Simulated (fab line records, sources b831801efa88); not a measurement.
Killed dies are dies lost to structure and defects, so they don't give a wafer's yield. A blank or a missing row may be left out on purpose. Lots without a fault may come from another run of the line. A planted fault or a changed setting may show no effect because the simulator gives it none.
Chamber matching | flow gf180mcu | GF_CONTACT_CMP_04 on cmp-02: 4 sister chambers
The step polishes SiO2. 20 wafers are shown with their chamber, then 10 later ones without.

WAFERS WITH THEIR CHAMBER
wafer  | chamber | motor_current_A (A) | time_to_endpoint_s (s)
L374.1 | 3       | 11.8                | 101
L374.2 | 1       | 9.6                 | 110
L374.5 | 3       | 12.1                | 116
L376.1 | 2       | 11.4                | 114
L376.4 | 3       | 12.7                | 112
L376.5 | 3       | 11.8                | 111
L377.1 | 1       | 9.6                 | 101
L377.3 | 3       | 11.9                | 100
L377.6 | 0       | 13.4                | 114
L381.3 | 3       | 12.7                | 115
L381.5 | 1       | 10.0                | 115
L381.6 | 2       | 12.5                | 124
L388.2 | 0       | 13.2                | 109
L388.4 | 1       | 9.9                 | 110
L388.5 | 2       | 12.1                | 118
L390.1 | 3       | 11.5                | 104
L390.2 | 0       | 12.7                | 106
L390.6 | 1       | 9.8                 | 112
L391.2 | 1       | 10.6                | 105
L391.4 | 2       | 12.2                | 110

SIGNATURES (means of the wafers above)
reading            | chamber 0 | chamber 1 | chamber 2 | chamber 3 | scatter within a chamber
motor_current_A    | 13.100    | 9.917     | 12.050    | 12.071    | 0.425
time_to_endpoint_s | 109.67    | 108.83    | 116.50    | 108.43    | 5.77
Rule: a wafer's distance from a chamber is the root of the sum, over the readings, of the square of ((its reading less the chamber's mean) divided by the reading's scatter). The wafer belongs to the nearest chamber; if the next one is less than 2 further off, it can't be placed. The scatter: the root of (the sum of the squares of (reading less its chamber's mean) over the shown wafers, divided by (wafers less chambers)).

WAFERS WITHOUT THEIR CHAMBER
wafer  | motor_current_A (A) | time_to_endpoint_s (s)
L391.6 | 10.2                | 117
L392.2 | 13.1                | 116
L392.5 | 12.6                | 122
L392.6 | 10.3                | 116
L395.2 | 10.2                | 115
L395.3 | 12.2                | 124
L395.5 | 12.5                | 123
L397.1 | 11.8                | 104
L397.2 | 11.8                | 112
L397.6 | 9.7                 | 111

WHICH CHAMBER EACH WENT THROUGH
wafer  | from the rows above          | in truth
L391.6 | 1                            | 1
L392.2 | can't be placed: 0 or 2 or 3 | 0
L392.5 | can't be placed: 2 or 0 or 3 | 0
L392.6 | 1                            | 1
L395.2 | 1                            | 1
L395.3 | can't be placed: 2 or 3 or 0 | 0
L395.5 | can't be placed: 2 or 0 or 3 | 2
L397.1 | can't be placed: 3 or 2      | 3
L397.2 | can't be placed: 3 or 2      | 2
L397.6 | 1                            | 1
Placed correctly: 4 of 10. Can't be placed from these rows: 6 (the true chamber is among the candidates in 6). Placed wrongly: 0.
